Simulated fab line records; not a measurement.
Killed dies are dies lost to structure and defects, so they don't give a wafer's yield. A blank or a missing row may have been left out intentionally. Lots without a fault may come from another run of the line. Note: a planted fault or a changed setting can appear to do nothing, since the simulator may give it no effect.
One fault seen from 2 desks ; flow gf180mcu ; each desk holds nothing but its own numbers, with what lay behind them at the end

FOR THE TOOL OWNER'S DESK: litho track-03
The tool's own readings at GF_VT_IMPLANT_COAT_35 (resist thk 1000 nm): means of the sampled wafers that have a number, for each lot that ran on this tool. Any lot whose mean is over 4 standard deviations away from the usual mean is out of limits and marked OUT; that distance is given in the brackets.
Columns: A = exhaust pa at GF_VT_IMPLANT_COAT_35, usual 44.9 Pa; B = resist line temp C at GF_VT_IMPLANT_COAT_35, usual 23.00 C; C = spin speed rpm at GF_VT_IMPLANT_COAT_35, usual 2999.5 rpm
lot;first seen here;A;B;C
L545;day 8 09:08;45.0;23.03;2997.8
L547;day 8 18:47;44.8;22.87;2997.9
L550;day 9 16:12;44.9;22.98;2996.8
L555;day 11 00:44;45.9;22.97;3005.6
L558;day 11 21:17;44.5;23.17;3087.6 (+34) OUT
L559;day 12 01:56;45.5;23.20;3088.2 (+34) OUT
This desk's finding: out of limits on L558, L559; first on L558, day 11 21:17 (spin speed rpm at GF_VT_IMPLANT_COAT_35). Within limits: L545, L547, L550, L555.

THE METROLOGY DESK
Lot by lot, what the gauges showed, no matter which tool ran the lot: averages of those sampled wafers that carry a number. Any lot whose mean is over 4 standard deviations away from the usual mean is out of limits and marked OUT; that distance is given in the brackets.
Columns: A = NWELL_RS at GF_VT_IMPLANT_RS_MEAS_47, usual 487.7 ohm/sq; B = LVPWELL_RS at GF_VT_IMPLANT_RS_MEAS_48, usual 1196 ohm/sq; C = HV_LDD_TW at GF_HV_LDD_TW_MEAS_11, usual 2413
lot;first seen here;A;B;C
L542;day 7 20:35;486.9;1195;2379
L543;day 8 04:03;488.3;1194;2388
L545;day 8 18:02;486.9;1191;2445
L547;day 9 03:47;488.2;1197;2391
L549;day 9 17:28;487.4;1196;2437
L550;day 10 00:44;486.3;1196;2388
L551;day 10 09:25;489.2;1196;2382
L555;day 11 10:51;490.0;1191;2376
L558;day 12 08:02;487.0;1195;2460
L559;day 12 12:00;487.1;1198;2389
L560;day 12 19:12;489.1;1195;2390
L561;day 13 06:35;487.9;1196;2450
L564;day 13 22:07;490.6;1194;2464
Finding of this desk: none of the 13 lots has anything out of limits.

ALL TOGETHER
At day 11 21:17, on L558, L559, the tool owner's desk was in a position to raise an alarm.
The metrology desk saw nothing out of limits.
The metrology desk holds a record of L558, L559, inside its limits.
The lots listed all ran GF_VT_IMPLANT_COAT_35 on litho track-03.

WHAT THE SIMULATOR HAD PUT IN
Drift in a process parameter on litho track-03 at GF_VT_IMPLANT_COAT_35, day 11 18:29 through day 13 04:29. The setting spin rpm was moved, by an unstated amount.
Lots struck among those shown: L558, L559.
Hours from the fault's start to each desk's first reading out of limits: the tool owner's desk, 3.
